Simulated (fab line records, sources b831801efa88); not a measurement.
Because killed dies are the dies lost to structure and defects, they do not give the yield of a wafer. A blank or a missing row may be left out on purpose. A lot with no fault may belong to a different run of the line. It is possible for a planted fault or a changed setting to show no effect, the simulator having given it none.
Matching of chambers | flow gf180mcu | 4 sister chambers for GF_V1_CMP_26 on cmp-02
The step polishes, stops on SiO2, t overpolish 15 s, target thk 0 nm. 18 wafers are shown with their chamber, then 9 later ones without.

== WAFERS, EACH WITH ITS CHAMBER ==
wafer  | chamber | motor-current-A (A) | time-to-endpoint-s (s) | head-pressure-psi (psi)
L077.2 | 3       | 10.7                | 89                     | 3.503
L077.3 | 1       | 10.2                | 98                     | 3.500
L077.6 | 2       | 11.2                | 87                     | 3.505
L078.1 | 3       | 10.5                | 86                     | 3.490
L078.2 | 1       | 10.0                | 95                     | 3.512
L078.3 | 0       | 13.0                | 82                     | 3.494
L079.3 | 1       | 9.8                 | 93                     | 3.504
L079.4 | 3       | 10.2                | 79                     | 3.498
L079.5 | 2       | 10.7                | 80                     | 3.501
L080.1 | 2       | 10.6                | 88                     | 3.503
L080.2 | 1       | 10.4                | 100                    | 3.504
L080.6 | 1       | 10.0                | 96                     | 3.508
L082.1 | 1       | 9.8                 | 94                     | 3.499
L082.2 | 3       | 10.4                | 83                     | 3.493
L082.3 | 2       | 11.6                | 80                     | 3.523
L083.1 | 2       | 11.6                | 80                     | 3.500
L083.3 | 1       | 9.3                 | 94                     | 3.508
L083.5 | 3       | 10.7                | 77                     | 3.503

SIGNATURES (averages over the wafers above)
reading            | chamber 0 | chamber 1 | chamber 2 | chamber 3 | scatter within a chamber
motor-current-A    | 13.000    | 9.929     | 11.140    | 10.500    | 0.361
time-to-endpoint-s | 82.00     | 95.71     | 83.00     | 82.80     | 3.8
head-pressure-psi  | 3.49400   | 3.50500   | 3.50640   | 3.49740   | 0.00669
Rule: for a wafer and a chamber, the distance is found by dividing, reading by reading, the gap between the wafer's reading and the chamber's mean by the reading's scatter, squaring, summing and taking the root. If the next closest chamber is less than 2 further off than the closest, the wafer can't be placed; otherwise it belongs to the closest. The scatter: the root of (the sum of the squares of (reading less its chamber's mean) over the shown wafers, divided by (wafers less chambers)).

== WAFERS MISSING THEIR CHAMBER ==
wafer  | motor-current-A (A) | time-to-endpoint-s (s) | head-pressure-psi (psi)
L087.4 | 13.4                | 87                     | 3.497
L087.5 | 13.2                | 85                     | 3.498
L087.6 | 9.9                 | 94                     | 3.494
L095.3 | 10.2                | 82                     | 3.501
L095.4 | 11.7                | 81                     | 3.500
L095.6 | 13.6                | 83                     | 3.504
L096.2 | 9.8                 | 92                     | 3.501
L096.4 | 12.7                | 86                     | 3.500
L096.6 | 9.8                 | 81                     | 3.505

== WHICH CHAMBER EACH WENT THROUGH ==
wafer  | from the rows above          | in truth
L087.4 | 0                            | 0
L087.5 | 0                            | 0
L087.6 | can't be placed: 1 or 3      | 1
L095.3 | can't be placed: 3 or 2      | 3
L095.4 | can't be placed: 2 or 3 or 0 | 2
L095.6 | 0                            | 0
L096.2 | can't be placed: 1 or 3      | 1
L096.4 | 0                            | 0
L096.6 | can't be placed: 3 or 2 or 1 | 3
Correct placement for 4 of the 9. These rows do not allow placing 5 (true chamber among the candidates in 5). 0 placed wrongly.
